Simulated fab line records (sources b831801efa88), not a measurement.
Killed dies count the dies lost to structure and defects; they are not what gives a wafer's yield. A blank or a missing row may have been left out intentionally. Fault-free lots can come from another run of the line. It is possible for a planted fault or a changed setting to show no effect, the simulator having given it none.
fab line records	flow sky130
record: lots: 12	wafers: 36	last_day: 50
route steps=708 shown CAP2M@603 METAL4@630 METAL5@663 PAD_OPEN@708
lots that met no fault: taken from a fault-free run of the same line
start_h: hours from the record's first day to the start of the lot's first wafer shown	wait_h: hours elapsed since this lot's preceding step	" identical to the entry in the row above	L1.1+2: one row covering several wafers at once	- either no value or no given start	* or withheld: withheld	< > ~ a bound
route shown NAME@n: a module of which the file shows steps, and the number in the route of the first	usual: mean and standard deviation over wafers with no fault	same: alike in all rows	chamber/n: place in a boat	sites: per-site readings	_std_site: the values' standard deviation	_edge_site: inner sites' mean taken away from outer sites' mean	radius_mm: for every site, how far away it sits from the centre of the wafer	mask NAME#n: copy n	behind: tool/chamber where the wafer was last shaped	hold: the reason the lot was held/the length of the hold in hours/how it ended	device: the transistor (n, p or np) that didn't switch	end of line: the route-end tests of the same wafers	where a step has no rows: the recipe by itself	killed: count of dies lost to structure and defects at first sort (not the wafer's yield)	map: dies across one wafer; x = killed, . = not, _ = none there
set.NAME: the run value of the setting; set.NAME@STEP: its run value at that earlier step	model.NAME: the simulator's own value behind a step, which no gauge read
the route's steps for a sample of lots (tables are steps, rows are wafers)
services: from which hour (start_h, from the record's first day; less than 0 if before it) a tool's chamber was out of use, for how many hours, and why
== steps ==
step: SKY_CAP2M_CVD_00
recipe: material: SiO2	target_thk_nm: 15.5	temp_c: 400	time_s: withheld	rf_w: 450
usual: heater_power_w: 666/77
lot.wafer	tool	chamber	start_h	wait_h	heater_power_w
L973.1	pecvd-03	0	956.12	0.0	613
L973.5	"	0	"	"	610
L973.6	"	1	"	"	722
L977.3	pecvd-01	2	968.88	0.0	601
L977.5	"	0	"	"	519
L977.6	"	1	"	"	597
L978.1	pecvd-01	1	991.63	0.0	600
L978.3	"	2	"	"	606
L978.6	"	2	"	"	614
L979.2	pecvd-02	1	993.78	0.0	755
L979.4	"	0	"	"	751
L979.5	"	1	"	"	765
L981.3	pecvd-03	0	994.78	0.0	576
L981.4	"	1	"	"	696
L981.6	"	0	"	"	576
L982.1	pecvd-02	1	997.58	0.0	681
L982.2	"	2	"	"	685
L982.3	"	0	"	"	840
L984.3	pecvd-02	2	1021.72	0.0	700
L984.4	"	0	"	"	801
L984.6	"	2	"	"	694
L986.2	pecvd-03	0	1030.59	0.0	704
L986.3	"	2	"	"	663
L986.5	"	0	"	"	677
L989.3	pecvd-03	0	1047.18	0.0	687
L989.4	"	2	"	"	568
L989.6	"	1	"	"	641
L990.1	pecvd-01	2	1067.36	0.0	625
L990.2	"	0	"	"	633
L990.3	"	1	"	"	700
L991.1	pecvd-03	2	1070.49	0.0	667
L991.2	"	1	"	"	660
L991.3	"	0	"	"	707
L992.1	pecvd-03	1	1083.63	0.0	641
L992.3	"	2	"	"	609
L992.6	"	2	"	"	607
step: SKY_CAP2M_OVL_MEAS_12
usual: CAP2M_OVL: 0.3/1.2
lot.wafer	tool	chamber	start_h	wait_h	CAP2M_OVL[nm]
L973.1	overlay-01	-	976.97	0.1	0.6
L973.5	"	-	"	"	0.8
L973.6	"	-	"	"	1.4
L977.3	overlay-01	-	992.77	0.1	1.1
L977.5	"	-	"	"	1.1
L977.6	"	-	"	"	0.3
L978.1	overlay-01	-	1014.11	0.1	0.2
L978.3	"	-	"	"	-1.7
L978.6	"	-	"	"	0.9
L979.2	overlay-01	-	1017.01	0.1	1.0
L979.4	"	-	"	"	1.7
L979.5	"	-	"	"	0.8
L981.3	overlay-01	-	1018.23	0.1	0.7
L981.4	"	-	"	"	0.3
L981.6	"	-	"	"	0.2
L982.1	overlay-01	-	1020.86	0.1	1.2
L982.2	"	-	"	"	-0.2
L982.3	"	-	"	"	-0.3
L984.3	overlay-01	-	1044.03	0.1	-1.3
L984.4	"	-	"	"	-1.5
L984.6	"	-	"	"	-1.7
L986.2	overlay-01	-	1051.21	0.1	1.0
L986.3	"	-	"	"	0.8
L986.5	"	-	"	"	-0.3
L989.3	overlay-02	-	1068.73	0.1	0.7
L989.4	"	-	"	"	1.1
L989.6	"	-	"	"	0.5
L990.1	overlay-02	-	1088.51	0.1	0.2
L990.2	"	-	"	"	1.4
L990.3	"	-	"	"	1.8
L991.1	overlay-02	-	1091.51	0.1	3.0
L991.2	"	-	"	"	3.1
L991.3	"	-	"	"	1.7
L992.1	overlay-01	-	1104.62	0.1	-0.1
L992.3	"	-	"	"	-0.5
L992.6	"	-	"	"	0.6
step: SKY_METAL4_OVL_MEAS_14
usual: METAL4_OVL: -1/6
lot.wafer	tool	chamber	start_h	wait_h	METAL4_OVL[nm]
L973.1	overlay-02	-	1000.48	0.1	-6
L973.5	"	-	"	"	1
L973.6	"	-	"	"	-2
L977.3	overlay-01	-	1016.55	0.1	3
L977.5	"	-	"	"	-6
L977.6	"	-	"	"	-7
L978.1	overlay-01	-	1037.49	0.1	-4
L978.3	"	-	"	"	-6
L978.6	"	-	"	"	-10
L979.2	overlay-02	-	1040.35	0.1	5
L979.4	"	-	"	"	-6
L979.5	"	-	"	"	0
L981.3	overlay-02	-	1041.29	0.1	-2
L981.4	"	-	"	"	3
L981.6	"	-	"	"	3
L982.1	overlay-01	-	1043.83	0.1	3
L982.2	"	-	"	"	1
L982.3	"	-	"	"	6
L984.3	overlay-02	-	1066.19	0.1	-6
L984.4	"	-	"	"	-12
L984.6	"	-	"	"	-14
L986.2	overlay-01	-	1072.89	0.1	0
L986.3	"	-	"	"	-2
L986.5	"	-	"	"	1
L989.3	overlay-02	-	1091.09	0.1	-1
L989.4	"	-	"	"	-2
L989.6	"	-	"	"	6
L990.1	overlay-02	-	1109.79	0.1	-1
L990.2	"	-	"	"	9
L990.3	"	-	"	"	10
L991.1	overlay-01	-	1112.74	0.1	-5
L991.2	"	-	"	"	1
L991.3	"	-	"	"	9
L992.1	overlay-01	-	1125.18	0.1	-2
L992.3	"	-	"	"	-1
L992.6	"	-	"	"	-10
step: SKY_METAL5_SPUTTER_02
recipe: material: AlCu	target_thk_nm: 1150	power_w: 10600	time_s: 61.2	chamber_pressure_pa: 0.4
usual: chamber_pressure_pa: 0.4001/0.00075	throttle_valve_pct: 29.9/1.1
lot.wafer	tool	chamber	start_h	wait_h	chamber_pressure_pa	throttle_valve_pct
L973.1	pvd_sputter-03	-	1025.50	0.0	0.3995	29.6
L973.5	"	-	"	"	0.3999	30.0
L973.6	"	-	"	"	0.3995	29.9
L977.3	pvd_sputter-03	-	1042.25	0.0	0.3996	29.9
L977.5	"	-	"	"	0.4007	28.7
L977.6	"	-	"	"	0.3992	30.0
L978.1	pvd_sputter-04	-	1061.25	0.0	0.3991	31.1
L978.3	"	-	"	"	0.4013	29.5
L978.6	"	-	"	"	0.4008	31.0
L979.2	pvd_sputter-02	-	1065.45	0.0	0.3987	29.0
L979.4	"	-	"	"	0.4002	30.4
L979.5	"	-	"	"	0.4002	31.6
L981.3	pvd_sputter-02	-	1066.05	0.0	0.4012	31.7
L981.4	"	-	"	"	0.4008	30.4
L981.6	"	-	"	"	0.4008	30.8
L982.1	pvd_sputter-02	-	1068.76	0.0	0.4004	28.9
L982.2	"	-	"	"	0.3991	30.4
L982.3	"	-	"	"	0.3998	31.6
L984.3	pvd_sputter-03	-	1090.61	0.0	0.3995	29.9
L984.4	"	-	"	"	0.3995	30.0
L984.6	"	-	"	"	0.3994	31.0
L986.2	pvd_sputter-02	-	1096.00	0.0	0.4000	29.0
L986.3	"	-	"	"	0.3994	30.4
L986.5	"	-	"	"	0.3999	30.9
L989.3	pvd_sputter-04	-	1114.15	0.0	0.4001	29.8
L989.4	"	-	"	"	0.4002	29.7
L989.6	"	-	"	"	0.4007	31.0
L990.1	pvd_sputter-03	-	1132.55	0.0	0.3998	30.9
L990.2	"	-	"	"	0.4014	28.4
L990.3	"	-	"	"	0.4003	29.6
L991.1	pvd_sputter-02	-	1135.30	0.0	0.4555	28.4
L991.2	"	-	"	"	0.4003	28.7
L991.3	"	-	"	"	0.3999	30.3
L992.1	pvd_sputter-02	-	1146.70	0.0	0.4014	31.7
L992.3	"	-	"	"	0.4538	28.6
L992.6	"	-	"	"	0.4548	28.5
step: SKY_METAL5_RS_MEAS_05
recipe: thk_meas_gauge: four-point-probe	reads: TiN_of_METAL5_SPUTTER_04+Ti_of_METAL5_SPUTTER_03+AlCu_of_METAL5_SPUTTER_02+TiN_of_METAL5_SPUTTER_01+Ti_of_METAL5_SPUTTER_00
usual: METAL5_ALCU_RS: 0.02699/0.00028
lot.wafer	tool	chamber	start_h	wait_h	METAL5_ALCU_RS[ohm/sq]
L973.1	film_metro-01	-	1025.61	0.0	0.02706
L973.5	"	-	"	"	0.02728
L973.6	"	-	"	"	0.02736
L977.3	film_metro-01	-	1042.41	0.1	0.02704
L977.5	"	-	"	"	0.02688
L977.6	"	-	"	"	0.02678
L978.1	film_metro-03	-	1061.37	0.0	0.02701
L978.3	"	-	"	"	0.02676
L978.6	"	-	"	"	0.02669
L979.2	film_metro-04	-	1065.59	0.0	0.02723
L979.4	"	-	"	"	0.02721
L979.5	"	-	"	"	0.0272
L981.3	film_metro-01	-	1066.21	0.1	0.02723
L981.4	"	-	"	"	0.02722
L981.6	"	-	"	"	0.02726
L982.1	film_metro-01	-	1068.87	0.0	0.0272
L982.2	"	-	"	"	0.02684
L982.3	"	-	"	"	0.02719
L984.3	film_metro-01	-	1090.77	0.1	0.02736
L984.4	"	-	"	"	0.02737
L984.6	"	-	"	"	0.02718
L986.2	film_metro-04	-	1096.14	0.0	0.02749
L986.3	"	-	"	"	0.02753
L986.5	"	-	"	"	0.02748
L989.3	film_metro-04	-	1114.31	0.1	0.02677
L989.4	"	-	"	"	0.02643
L989.6	"	-	"	"	0.02654
L990.1	film_metro-04	-	1132.67	0.0	0.02678
L990.2	"	-	"	"	0.02694
L990.3	"	-	"	"	0.02675
L991.1	film_metro-04	-	1135.42	0.0	0.02803
L991.2	"	-	"	"	0.02685
L991.3	"	-	"	"	0.02673
L992.1	film_metro-04	-	1146.82	0.0	0.02696
L992.3	"	-	"	"	0.02806
L992.6	"	-	"	"	0.02784
step: SKY_PAD_OPEN_PROBE_99
usual: defect_limited_yield: 82.2/1.8	killed_at_M0_to_M3: 44/6.8	killed_at_M4_up: 2.9/1.9	killed_at_contacts: 24/5.2	killed_at_front_end: 16/4.1	killed_at_other: 0.4/0.74	killed_dies: 88/9.1	killed_open: 48/7.2	killed_short: 39/5.6	sort_bin_3_pad_short: 0.9/0.43	sort_bin_5_function: 10.6/1.4	sort_bin_6_memory: 6.3/1	sort_n_pass: 404/9.1	sort_yield_pct: 82.2/1.8
same: gross_dies: 492	killed_at_back_side: 0	sort_bin_4_leakage[%]: 0	sort_bin_8_speed[%]: 0
lot.wafer	tool	chamber	start_h	wait_h	defect_limited_yield[%]	killed_at_M0_to_M3	killed_at_M4_up	killed_at_contacts	killed_at_front_end	killed_at_other	killed_dies	killed_open	killed_short	sort_bin_3_pad_short[%]	sort_bin_5_function[%]	sort_bin_6_memory[%]	sort_n_pass	sort_yield_pct[%]
L977.3	prober-02	-	1108.29	0.2	83.5	45	1	20	14	1	81	47	33	0.8	9.6	6.1	411	83.5
L977.5	prober-02	-	1108.39	0.2	81.3	42	3	31	16	0	92	53	39	1.0	11.8	5.9	400	81.3
L977.6	prober-02	-	1108.44	0.2	82.3	50	2	17	18	0	87	56	31	0.6	11.2	5.9	405	82.3
killed by level:class
L977.3 VIA1:geometric_particle:open=14 CONTACT:geometric_particle:open=7 LI_CONTACT:geometric_particle:open=6 VIA1:geometric_particle:short=6 VIA2:geometric_particle:open=5 VIA2:geometric_particle:short=4 LOCAL_INTERCONNECT:geometric_particle:short=4 METAL2:geometric_particle:open=3
L977.5 CONTACT:geometric_particle:open=16 VIA1:geometric_particle:open=14 LOCAL_INTERCONNECT:geometric_particle:short=5 VIA3:geometric_particle:short=5 FIELD_ISO:geometric_particle:short=4 FIELD_ISO:geometric_particle:open=4 POLY_GATE:geometric_particle:open=4 METAL2:geometric_particle:short=4
L977.6 VIA1:geometric_particle:open=13 VIA2:geometric_particle:open=11 FIELD_ISO:geometric_particle:open=8 VIA3:geometric_particle:open=7 FIELD_ISO:geometric_particle:short=5 LI_CONTACT:geometric_particle:open=5 CONTACT:geometric_particle:open=5 VIA3:geometric_particle:short=4
== services ==
tool	chamber	start_h	hours	kind
pecvd-01	0	933.87	24.7	repair
pvd_sputter-02	-	939.26	2.4	repair
pecvd-03	2	951.70	5.5	scheduled_down
pecvd-01	-	960.09	3.5	repair
pecvd-02	-	967.28	0.3	repair
pecvd-01	-	985.37	1.9	repair
pecvd-02	-	987.24	2.1	repair
pvd_sputter-02	2	993.23	-	consumable_replace:kit
pvd_sputter-02	2	993.23	18.0	scheduled_down
pvd_sputter-02	2	993.23	18.0	vent_cycle
pecvd-01	2	994.43	13.6	repair
pvd_sputter-03	-	994.98	2.5	repair
pvd_sputter-04	-	996.36	1.7	repair
pecvd-01	-	1019.46	1.6	repair
pecvd-03	-	1031.15	2.9	repair
pecvd-01	-	1069.33	0.9	repair
pecvd-02	-	1070.67	28.1	pm
pvd_sputter-02	-	1086.25	9.4	repair
pvd_sputter-03	-	1093.89	1.9	repair
pecvd-03	-	1104.58	1.2	repair
pecvd-01	0	1104.91	23.7	repair
pvd_sputter-02	1	1107.64	-	consumable_replace:kit
pvd_sputter-02	1	1107.64	18.0	scheduled_down
pvd_sputter-02	1	1107.64	18.0	vent_cycle
== key ==
first_sign: step: SKY_METAL5_SPUTTER_02	reading: chamber_pressure_pa	direction: up	sigmas: 73	usual: 0.4001	struck: 0.4547
effect: step: SKY_METAL5_RS_MEAS_05	reading: METAL5_ALCU_RS	direction: up	sigmas: 3.5	usual: 0.02699	struck: 0.02798
met_at SKY_METAL5_SPUTTER_02
struck_lots L991,L992
struck_wafers L991.1,L992.3,L992.6
not_acting_at SKY_CAP2M_CVD_00,SKY_CAP2M_OVL_MEAS_12,SKY_METAL4_OVL_MEAS_14
onset_between 1096.00 1135.30
fault: kind: process_parameter_drift	tool: pvd_sputter-02	chamber: -	onset_h: 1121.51	steps: SKY_METAL5_SPUTTER_02	channel: chamber_pressure_pa	offset: 0.054507	shape: step	end_h: 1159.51	acts_in: these_recipes_only	stated: 0.4	scope: struck_wafers_only
